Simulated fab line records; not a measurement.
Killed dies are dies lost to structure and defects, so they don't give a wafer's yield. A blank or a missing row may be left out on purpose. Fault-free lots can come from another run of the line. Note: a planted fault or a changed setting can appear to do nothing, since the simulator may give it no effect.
What tool caused it? + flow sky130 + 30 wafers sampled from 10 lots at 1 step of a route of 708

WHAT THE GAUGES READ, wafer by wafer
SKY_CAP2M_THK_MEAS_01.
| lot  | measured     | on            | CAP2M_CVD_00_THK (nm) |
|------|--------------|---------------|-----------------------|
| L759 | day 40 08:10 | film metro-01 | 15.23 15.40 15.72     |
| L761 | day 41 03:07 | film metro-01 | 15.34 15.12 14.90     |
| L763 | day 41 15:50 | film metro-02 | 15.29 15.23 14.85     |
| L766 | day 43 18:32 | film metro-04 | 15.72 15.83 15.75     |
| L772 | day 43 21:22 | film metro-02 | 15.09 15.55 15.72     |
| L773 | day 43 23:50 | film metro-01 | 15.54 15.49 15.56     |
| L774 | day 44 01:40 | film metro-04 | 14.73 14.86 15.33     |
| L775 | day 44 05:52 | film metro-04 | 15.19 15.50 15.32     |
| L779 | day 45 02:25 | film metro-01 | 15.24 15.21 15.06     |
| L781 | day 45 18:51 | film metro-04 | 15.40 15.54 15.43     |

EACH LOT AND THE TOOL THAT RAN IT (in order: tool; ch and the chambers of the sampled wafers; start)
The record holds no process step before these readings.

THE ANSWER, worked out from the rows above alone
Rule: what is usual is taken from the lots themselves. The widest of any qualifying gaps counts: lots, ordered by their means at a reading, are off when they make up no more than a third of the lots, leave a main group of 4 or more, and stand apart from it by 3 or more times the standard deviation of that group's means. A main group is skipped when, at the precision printed for the reading in the tables above, its means are all equal. Also off: a lot with no number at a reading for which 4 or more lots have one. Any other lot the step has rows for is counted as sound.
No lot is off on any of the readings shown, so nothing can be concluded from this.

WHAT THE SIMULATOR PUT IN
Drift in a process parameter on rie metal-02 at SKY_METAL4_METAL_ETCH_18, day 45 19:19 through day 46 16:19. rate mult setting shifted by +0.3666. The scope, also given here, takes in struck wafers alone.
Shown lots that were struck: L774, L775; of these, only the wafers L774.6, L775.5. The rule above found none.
